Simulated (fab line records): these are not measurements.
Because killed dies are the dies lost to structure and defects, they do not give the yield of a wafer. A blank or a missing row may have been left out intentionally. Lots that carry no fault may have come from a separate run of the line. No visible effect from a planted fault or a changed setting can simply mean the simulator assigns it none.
Which tool did it? ; flow gf180mcu ; 7 lots with 21 wafers sampled at 2 steps, on a route of 602 steps

== WHAT EACH GAUGE READ, for each wafer ==
GF_CONTACT_OVL_MEAS_15.
lot;measured;on;CONTACT_OVL (nm)
L172;day 16 17:20;overlay-01;2 4 10
L174;day 18 00:25;overlay-02;8 11 10
L180;day 20 03:52;overlay-01;8 2 10
L182;day 20 15:44;overlay-02;3 1 -6
L185;day 21 17:13;overlay-01;5 -6 7
L191;day 23 11:06;overlay-02;9 -1 5
L193;day 24 04:58;overlay-02;-10 -4 -6

== WHICH TOOL RAN EACH LOT (tool, then ch and the chambers of the sampled wafers, then the start) ==
lot;GF_MVSD_EXPOSE_04
L172;ilineStepper-02 ch 0, day 4 13:55
L174;ilineStepper-02 ch 0, day 5 01:25
L180;ilineStepper-02 ch 0, day 6 11:59
L182;ilineStepper-01 ch 0, day 7 01:49
L185;ilineStepper-01 ch 0, day 7 19:53
L191;ilineStepper-02 ch 0, day 9 03:58
L193;ilineStepper-01 ch 0, day 9 15:19
- GF_MVSD_EXPOSE_04: exposes mask MVSD, target cd 1000 nm.

== THE ANSWER, worked out from the rows above alone ==
Rule: the lots themselves supply what counts as usual. Put in order of their means at a reading, lots are off if they are a third of the lots or fewer, leave a main group of 4 or more, and stand apart from it by a gap of 3 or more times the standard deviation of the main group's means; of several such gaps the widest counts. If all means in a main group match to the digits the tables above print for the reading, that group is not used. Also off: a lot with no number at a reading for which 4 or more lots have one. All remaining lots with rows at the step are treated as sound.
Nothing can be told from this: no lot is off at any reading shown.

== WHAT THE SIMULATOR PUT IN ==
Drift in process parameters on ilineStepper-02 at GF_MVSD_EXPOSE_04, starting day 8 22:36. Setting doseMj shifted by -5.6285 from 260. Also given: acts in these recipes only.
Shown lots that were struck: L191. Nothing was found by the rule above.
